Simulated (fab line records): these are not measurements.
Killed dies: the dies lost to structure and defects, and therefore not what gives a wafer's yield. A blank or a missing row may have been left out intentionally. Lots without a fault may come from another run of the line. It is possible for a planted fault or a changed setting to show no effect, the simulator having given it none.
Matching of chambers | flow gf180mcu | GF_V1_CMP_26 on cmp-01: 4 sister chambers
The step polishes, stops on SiO2, t overpolish 15 s, target thk 0 nm. 4 wafers are shown with their chamber, then 9 later ones without.

== WAFERS PAIRED WITH THEIR CHAMBERS ==
wafer  | chamber | motor current A (A)
L083.4 | 2       | 10.5
L089.3 | 1       | 9.7
L092.4 | 0       | 11.8
L092.5 | 3       | 10.8

== WAFERS WITH NO CHAMBER GIVEN ==
wafer  | motor current A (A)
L093.3 | 10.7
L093.4 | 10.2
L093.6 | 11.5
L094.1 | 9.9
L094.4 | 10.3
L094.6 | 10.0
L097.4 | 10.4
L097.5 | 10.2
L097.6 | 11.5

== CHAMBER TAKEN BY EACH ==
wafer  | from the rows above          | in truth
L093.3 | can't be placed: 3 or 2      | 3
L093.4 | can't be placed: 2 or 1 or 3 | 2
L093.6 | can't be placed: 0 or 3      | 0
L094.1 | can't be placed: 1 or 2      | 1
L094.4 | can't be placed: 2 or 3 or 1 | 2
L094.6 | can't be placed: 1 or 2      | 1
L097.4 | can't be placed: 2 or 3      | 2
L097.5 | can't be placed: 2 or 1 or 3 | 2
L097.6 | can't be placed: 0 or 3      | 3
Correct placement for 0 of the 9. Unplaceable from these rows: 9, with the true chamber sitting among the candidates in 9. 0 placed wrongly.
How it was worked out, from the rows above alone: a wafer's distance from a chamber is the root of the sum, over the readings, of the square of ((its reading less the chamber's mean) divided by the reading's scatter). If the next closest chamber is less than 2 further off than the closest, the wafer can't be placed; otherwise it belongs to the closest. A chamber's mean is the mean of its shown wafers. The scatter (one wafer shown for each chamber): square how far every hidden wafer sits from the nearest shown wafer, average those squares and take the square root.
